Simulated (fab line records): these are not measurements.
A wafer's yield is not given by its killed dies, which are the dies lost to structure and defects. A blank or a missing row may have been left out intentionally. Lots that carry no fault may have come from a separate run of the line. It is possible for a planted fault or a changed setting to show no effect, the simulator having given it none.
What tool caused it? || flow gf180mcu || Sampling: 12 lots, 36 wafers, 5 of 602 route steps

## WHAT THE GAUGES READ, wafer by wafer
GF_PSD_CD_MEAS_07: the cd target is 400 nm.
{"lot": "L110", "measured": "day 14 14:47", "on": "cd-sem-02", "cd-nm (nm)": "396.0 393.9 396.0"}
{"lot": "L111", "measured": "day 14 17:13", "on": "cd-sem-02", "cd-nm (nm)": "397.1 397.5 399.3"}
{"lot": "L112", "measured": "day 15 11:29", "on": "cd-sem-02", "cd-nm (nm)": "399.9 398.8 399.8"}
{"lot": "L116", "measured": "day 17 01:55", "on": "cd-sem-02", "cd-nm (nm)": "400.9 401.7 401.4"}
{"lot": "L115", "measured": "day 17 11:19", "on": "cd-sem-01", "cd-nm (nm)": "403.7 401.6 403.4"}
{"lot": "L117", "measured": "day 17 20:28", "on": "cd-sem-02", "cd-nm (nm)": "396.6 397.4 397.9"}
{"lot": "L118", "measured": "day 18 06:25", "on": "cd-sem-01", "cd-nm (nm)": "400.8 403.1 402.2"}
{"lot": "L120", "measured": "day 18 21:19", "on": "cd-sem-02", "cd-nm (nm)": "398.3 397.5 399.3"}
{"lot": "L121", "measured": "day 19 01:33", "on": "cd-sem-01", "cd-nm (nm)": "397.3 398.4 398.9"}
{"lot": "L122", "measured": "day 19 04:40", "on": "cd-sem-01", "cd-nm (nm)": "396.1 398.3 398.5"}
{"lot": "L126", "measured": "day 20 07:07", "on": "cd-sem-01", "cd-nm (nm)": "400.0 399.5 398.3"}
{"lot": "L132", "measured": "day 22 18:42", "on": "cd-sem-02", "cd-nm (nm)": "400.0 400.1 397.2"}

GF_PSD_RS_MEAS_14: measurement is done with a four-point probe.
{"lot": "L110", "measured": "day 14 15:24", "on": "film-metro-02", "NSD_RS (ohm/sq)": "46.18 46.10 46.19"}
{"lot": "L111", "measured": "day 14 17:49", "on": "film-metro-01", "NSD_RS (ohm/sq)": "46.09 46.16 46.11"}
{"lot": "L112", "measured": "day 15 12:05", "on": "film-metro-01", "NSD_RS (ohm/sq)": "46.11 46.28 46.19"}
{"lot": "L116", "measured": "day 17 02:36", "on": "film-metro-04", "NSD_RS (ohm/sq)": "46.14 46.27 46.14"}
{"lot": "L115", "measured": "day 17 11:55", "on": "film-metro-04", "NSD_RS (ohm/sq)": "46.23 46.30 46.04"}
{"lot": "L117", "measured": "day 17 21:04", "on": "film-metro-04", "NSD_RS (ohm/sq)": "46.16 46.09 46.12"}
{"lot": "L118", "measured": "day 18 07:01", "on": "film-metro-04", "NSD_RS (ohm/sq)": "46.02 46.21 46.10"}
{"lot": "L120", "measured": "day 18 21:55", "on": "film-metro-04", "NSD_RS (ohm/sq)": "46.23 46.21 46.22"}
{"lot": "L121", "measured": "day 19 02:09", "on": "film-metro-04", "NSD_RS (ohm/sq)": "40.44 40.47 40.52"}
{"lot": "L122", "measured": "day 19 05:16", "on": "film-metro-02", "NSD_RS (ohm/sq)": "40.50 40.44 40.43"}
{"lot": "L126", "measured": "day 20 07:44", "on": "film-metro-04", "NSD_RS (ohm/sq)": "46.18 46.09 46.31"}
{"lot": "L132", "measured": "day 22 19:18", "on": "film-metro-02", "NSD_RS (ohm/sq)": "46.20 46.21 46.11"}

GF_PSD_RS_MEAS_15: measurement is done with a four-point probe.
{"lot": "L110", "measured": "day 14 15:31", "on": "film-metro-02", "PSD_RS (ohm/sq)": "108.41 108.19 108.58"}
{"lot": "L111", "measured": "day 14 17:56", "on": "film-metro-01", "PSD_RS (ohm/sq)": "108.44 108.36 108.60"}
{"lot": "L112", "measured": "day 15 12:13", "on": "film-metro-01", "PSD_RS (ohm/sq)": "109.13 109.05 109.13"}
{"lot": "L116", "measured": "day 17 02:43", "on": "film-metro-04", "PSD_RS (ohm/sq)": "108.58 108.89 108.40"}
{"lot": "L115", "measured": "day 17 12:02", "on": "film-metro-04", "PSD_RS (ohm/sq)": "109.23 108.72 108.77"}
{"lot": "L117", "measured": "day 17 21:11", "on": "film-metro-04", "PSD_RS (ohm/sq)": "108.27 108.34 108.50"}
{"lot": "L118", "measured": "day 18 07:08", "on": "film-metro-04", "PSD_RS (ohm/sq)": "108.52 108.18 108.61"}
{"lot": "L120", "measured": "day 18 22:02", "on": "film-metro-04", "PSD_RS (ohm/sq)": "108.41 108.65 108.61"}
{"lot": "L121", "measured": "day 19 02:16", "on": "film-metro-04", "PSD_RS (ohm/sq)": "91.94 92.44 92.43"}
{"lot": "L122", "measured": "day 19 05:23", "on": "film-metro-02", "PSD_RS (ohm/sq)": "92.51 92.42 92.36"}
{"lot": "L126", "measured": "day 20 07:51", "on": "film-metro-04", "PSD_RS (ohm/sq)": "109.17 108.52 109.25"}
{"lot": "L132", "measured": "day 22 19:25", "on": "film-metro-02", "PSD_RS (ohm/sq)": "108.49 108.28 108.25"}

## WHAT TOOL EACH LOT RAN ON (gives the tool, then ch and the chambers of the sampled wafers, and finally the start)
{"lot": "L110", "GF_HV_LDD_STRIP_10": "plasma-asher-02 ch 0,1, day 10 07:14", "GF_PSD_RTA_13": "rtp-anneal-01 ch 0, day 14 15:18"}
{"lot": "L111", "GF_HV_LDD_STRIP_10": "plasma-asher-01 ch 0,1, day 10 11:43", "GF_PSD_RTA_13": "rtp-anneal-02 ch 0, day 14 17:44"}
{"lot": "L112", "GF_HV_LDD_STRIP_10": "plasma-asher-03 ch 0,1, day 11 02:28", "GF_PSD_RTA_13": "rtp-anneal-02 ch 0, day 15 12:01"}
{"lot": "L116", "GF_HV_LDD_STRIP_10": "plasma-asher-03 ch 0,1, day 12 10:25", "GF_PSD_RTA_13": "rtp-anneal-01 ch 0, day 17 02:26"}
{"lot": "L115", "GF_HV_LDD_STRIP_10": "plasma-asher-02 ch 0,1, day 12 19:09", "GF_PSD_RTA_13": "rtp-anneal-02 ch 0, day 17 11:50"}
{"lot": "L117", "GF_HV_LDD_STRIP_10": "plasma-asher-03 ch 1, day 13 04:31", "GF_PSD_RTA_13": "rtp-anneal-01 ch 0, day 17 20:59"}
{"lot": "L118", "GF_HV_LDD_STRIP_10": "plasma-asher-02 ch 0,1, day 13 10:54", "GF_PSD_RTA_13": "rtp-anneal-01 ch 0, day 18 06:56"}
{"lot": "L120", "GF_HV_LDD_STRIP_10": "plasma-asher-02 ch 0,1, day 13 18:19", "GF_PSD_RTA_13": "rtp-anneal-02 ch 0, day 18 21:50"}
{"lot": "L121", "GF_HV_LDD_STRIP_10": "plasma-asher-01 ch 0,1, day 14 07:05", "GF_PSD_RTA_13": "rtp-anneal-02 ch 0, day 19 02:03"}
{"lot": "L122", "GF_HV_LDD_STRIP_10": "plasma-asher-01 ch 1, day 14 07:40", "GF_PSD_RTA_13": "rtp-anneal-02 ch 0, day 19 05:10"}
{"lot": "L126", "GF_HV_LDD_STRIP_10": "plasma-asher-02 ch 1, day 15 06:07", "GF_PSD_RTA_13": "rtp-anneal-01 ch 0, day 20 07:38"}
{"lot": "L132", "GF_HV_LDD_STRIP_10": "plasma-asher-01 ch 0,1, day 17 07:30", "GF_PSD_RTA_13": "rtp-anneal-01 ch 0, day 22 19:13"}
- GF_HV_LDD_STRIP_10: strips in O2/N2.
- GF_PSD_RTA_13: time 20 s.

## AS READ BY THE TOOLS THEMSELVES (means over the sampled wafers that have a number; for cases with no such wafer, the mark the record gives instead)
GF_HV_LDD_STRIP_10.
{"lot": "L110", "tool": "plasma-asher-02", "drypump-motor-current-A (A)": 5.9, "heater-power-w (W)": 294, "oes-product-au (a.u.)": 0.717, "strip-time-to-endpoint-s (s)": 12.64}
{"lot": "L111", "tool": "plasma-asher-01", "drypump-motor-current-A (A)": 5.4, "heater-power-w (W)": 277, "oes-product-au (a.u.)": 0.718, "strip-time-to-endpoint-s (s)": 12.64}
{"lot": "L112", "tool": "plasma-asher-03", "drypump-motor-current-A (A)": 5.6, "heater-power-w (W)": 367, "oes-product-au (a.u.)": 0.713, "strip-time-to-endpoint-s (s)": 12.56}
{"lot": "L116", "tool": "plasma-asher-03", "drypump-motor-current-A (A)": 5.6, "heater-power-w (W)": 363, "oes-product-au (a.u.)": 0.716, "strip-time-to-endpoint-s (s)": 12.65}
{"lot": "L115", "tool": "plasma-asher-02", "drypump-motor-current-A (A)": 5.9, "heater-power-w (W)": 295, "oes-product-au (a.u.)": 0.714, "strip-time-to-endpoint-s (s)": 12.59}
{"lot": "L117", "tool": "plasma-asher-03", "drypump-motor-current-A (A)": 5.5, "heater-power-w (W)": 330, "oes-product-au (a.u.)": 0.716, "strip-time-to-endpoint-s (s)": 12.62}
{"lot": "L118", "tool": "plasma-asher-02", "drypump-motor-current-A (A)": 6.0, "heater-power-w (W)": 294, "oes-product-au (a.u.)": 0.714, "strip-time-to-endpoint-s (s)": 12.65}
{"lot": "L120", "tool": "plasma-asher-02", "drypump-motor-current-A (A)": 5.9, "heater-power-w (W)": 291, "oes-product-au (a.u.)": 0.720, "strip-time-to-endpoint-s (s)": 12.64}
{"lot": "L121", "tool": "plasma-asher-01", "drypump-motor-current-A (A)": 5.1, "heater-power-w (W)": 310, "oes-product-au (a.u.)": 0.711, "strip-time-to-endpoint-s (s)": 12.65}
{"lot": "L122", "tool": "plasma-asher-01", "drypump-motor-current-A (A)": 5.7, "heater-power-w (W)": 266, "oes-product-au (a.u.)": 0.713, "strip-time-to-endpoint-s (s)": 12.64}
{"lot": "L126", "tool": "plasma-asher-02", "drypump-motor-current-A (A)": 6.0, "heater-power-w (W)": 291, "oes-product-au (a.u.)": 0.714, "strip-time-to-endpoint-s (s)": 12.63}
{"lot": "L132", "tool": "plasma-asher-01", "drypump-motor-current-A (A)": 5.1, "heater-power-w (W)": 306, "oes-product-au (a.u.)": 0.713, "strip-time-to-endpoint-s (s)": 12.63}

GF_PSD_RTA_13.
{"lot": "L110", "tool": "rtp-anneal-01", "lamp-power-pct (%)": 32.5, "wafer_temp_C_max": 1027.1}
{"lot": "L111", "tool": "rtp-anneal-02", "lamp-power-pct (%)": 37.5, "wafer_temp_C_max": 1029.0}
{"lot": "L112", "tool": "rtp-anneal-02", "lamp-power-pct (%)": 37.6, "wafer_temp_C_max": 1028.8}
{"lot": "L116", "tool": "rtp-anneal-01", "lamp-power-pct (%)": 32.6, "wafer_temp_C_max": 1028.5}
{"lot": "L115", "tool": "rtp-anneal-02", "lamp-power-pct (%)": 37.6, "wafer_temp_C_max": 1029.8}
{"lot": "L117", "tool": "rtp-anneal-01", "lamp-power-pct (%)": 32.6, "wafer_temp_C_max": 1027.2}
{"lot": "L118", "tool": "rtp-anneal-01", "lamp-power-pct (%)": 32.6, "wafer_temp_C_max": 1027.6}
{"lot": "L120", "tool": "rtp-anneal-02", "lamp-power-pct (%)": 37.6, "wafer_temp_C_max": 1029.7}
{"lot": "L121", "tool": "rtp-anneal-02", "lamp-power-pct (%)": 41.6, "wafer_temp_C_max": 1068.9}
{"lot": "L122", "tool": "rtp-anneal-02", "lamp-power-pct (%)": 41.6, "wafer_temp_C_max": 1068.9}
{"lot": "L126", "tool": "rtp-anneal-01", "lamp-power-pct (%)": 32.6, "wafer_temp_C_max": 1027.6}
{"lot": "L132", "tool": "rtp-anneal-01", "lamp-power-pct (%)": 32.6, "wafer_temp_C_max": 1027.6}

## THE ANSWER, worked out from the rows above alone
Rule: the usual values come from the lots themselves. The widest of any qualifying gaps counts: lots, ordered by their means at a reading, are off when they make up no more than a third of the lots, leave a main group of 4 or more, and stand apart from it by 3 or more times the standard deviation of that group's means. A main group whose means are all the same, to the digits that the tables above print for the reading, isn't used. A lot without any number at a reading at which 4 lots or more have one is off too. Where the step has rows for the other lots, those lots are counted as sound. After the gauges, taken in route order, come the tools' own readings; for these a lot's mean is taken, as printed above. At the first step where some lot is off, the reading lying furthest off is the one used; lots without a number count as furthest.
Off: L121, L122, at GF_PSD_RS_MEAS_14 (NSD_RS). For the main group the mean is 46.17 ohm/sq and the standard deviation 0.035.
A tool fits if, at a process step before that reading, it ran every lot that is off, and no sound lot after the first of them. Not tried: the gauges at GF_PSD_RS_MEAS_14; whatever is off there is also off at GF_PSD_RTA_13, on other tools, and gauge error can't account for it. One fits: GF_PSD_RTA_13 on rtp-anneal-02. Its last sound lot is L120 (day 18 21:50), its first lot that is off L121 (day 19 02:03): a fault that began between those two fits.
On the lots that are off, the tool's own readings at GF_PSD_RTA_13 differ by more than 5 times the standard deviation of the sound lots' means, which bears it out; wafer_temp_C_max reads 1068.9 there versus 1028.3 on the sound lots.

## WHAT WAS PUT IN BY THE SIMULATOR
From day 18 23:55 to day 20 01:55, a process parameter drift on rtp-anneal-02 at GF_PSD_RTA_13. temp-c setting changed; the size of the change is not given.
Struck lots among those shown: L121, L122. The same result came from the rule above.
